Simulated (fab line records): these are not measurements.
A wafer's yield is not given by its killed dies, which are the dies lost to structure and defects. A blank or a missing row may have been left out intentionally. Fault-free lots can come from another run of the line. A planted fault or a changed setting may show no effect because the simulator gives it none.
Struck lot and sound lot, side by side | flow sfq line | 14 out of 325 route steps
Sound: the wafers L310.1, L310.4, L310.6. Struck: wafer L321.2; the same lot's L321.4 was not struck, so it is left out; see the end for the cause.
Each step with rows lists, per side, the tool, then ch with its chambers, then its first start. Under that, the readings that differ: sound wafers | struck wafers | difference of the means | sigmas: that difference in standard deviations of wafers without a fault.
alike: same words and numbers on both sides, and readings whose means sit less than 2 such deviations apart. not compared: any withheld reading, any reading some wafer has no value for, any bound like >300 that may hide the same value, and any number with overlapping values for which the record gives no deviation.
The two part at a step that has a row with sigmas, a row that says differs or no value, or rows on one side only. Numbers that don't overlap but have no deviation are shown without sigmas and don't part them. A reading missing from all wafers of one side parts the sides only when that side holds two or more wafers.

SFQ_TRILAYER_JJ_CE_ETCH_RIE_118: chemistry SF6, target Nb, stops on Al2O3, time 97.7 s, target depth 170 nm.
  sound on rie metal-03 ch 0,1, day 41 07:08; struck on rie metal-02 ch 1, day 44 11:46
  alike: drypump motor current A, oes product au
  not compared: rf hours counter h
then, 1 step without rows for these wafers: SFQ_TRILAYER_JJ_ANODIZE_ANODIZE_119.
SFQ_TRILAYER_JJ_CE_STRIP_STRIP_120: strips in O2.
  sound on rie metal-02 ch 0,1, day 41 07:45; struck on rie metal-04 ch 1, day 44 12:23
  alike: drypump motor current A, oes product au
  not compared: rf hours counter h
then, 7 steps without rows for these wafers: SFQ_TRILAYER_JJ_CE_STRIP_SOLV_CLEAN_121 (cleans in NMP, time 600 s); SFQ_TRILAYER_M5_LITHO_COAT_128 (resist thk 62 nm); SFQ_TRILAYER_M5_LITHO_COAT_123 (resist thk 600 nm); SFQ_TRILAYER_M5_LITHO_SOFTBAKE_127; SFQ_TRILAYER_M5_LITHO_EXPOSE_124 (exposes mask M5, target cd 700 nm); SFQ_TRILAYER_M5_LITHO_PEB_126 (peb time 60 s); SFQ_TRILAYER_M5_LITHO_DEVELOP_125 (time 60 s).
-- the record jumps here: 4 days lie between the struck wafers' starts before and after --
SFQ_M5_OVL_MEAS_932:
  sound: overlay-01 at day 46 03:21; struck: overlay-02 at day 48 23:12
  alike: M5_OVL
SFQ_TRILAYER_M5_BARC_OPEN_METAL_ETCH_161: etches BARC in O2, target depth 125 nm, time 41.7 s.
  sound on rie metal-01 ch 0, day 46 03:23; struck on rie metal-01 ch 0, day 48 23:14
  reading               | sound             | struck | difference | sigmas
  oes product au (a.u.) | 0.694 0.680 0.686 | 0.676  | -0.011     | -2
  alike: drypump motor current A
  not compared: rf hours counter h
SFQ_TRILAYER_M5_ETCH_METAL_ETCH_126: etches Nb in Cl2/BCl3, stops on SiO2, time 203.2 s, target depth 265 nm.
  sound on rie metal-01 ch 0, day 46 03:30; struck on rie metal-01 ch 0, day 48 23:17
  reading                                             | sound             | struck | difference | sigmas
  model.KrF_of_TRILAYER_M5_LITHO_COAT_123.thk nm (nm) | 368 370.6 370.5   | 305.6  | -64.1      |
  model.M5.feature depth nm (nm)                      | 162.2 160.6 162.5 | 171    | +9         |
  model.SiO2_of_TRILAYER_I4_DEP_PECVD_099.thk nm (nm) | 182.6 182.8 182.7 | 169.6  | -13.1      |
  alike: drypump motor current A, oes product au
  not compared: rf hours counter h
SFQ_TRILAYER_M5_STRIP_STRIP_127: strips in O2.
  sound on rie metal-01 ch 0, day 46 03:53; struck on rie metal-01 ch 0, day 48 23:29
  alike: drypump motor current A, oes product au
  not compared: rf hours counter h

== WHERE THEY PART ==
At SFQ_TRILAYER_M5_BARC_OPEN_METAL_ETCH_161 and nowhere else, as far as this record goes. Later steps at which nothing parts them and some readings are alike: SFQ_TRILAYER_M5_ETCH_METAL_ETCH_126, SFQ_TRILAYER_M5_STRIP_STRIP_127.

WHY: whatever the simulator had introduced
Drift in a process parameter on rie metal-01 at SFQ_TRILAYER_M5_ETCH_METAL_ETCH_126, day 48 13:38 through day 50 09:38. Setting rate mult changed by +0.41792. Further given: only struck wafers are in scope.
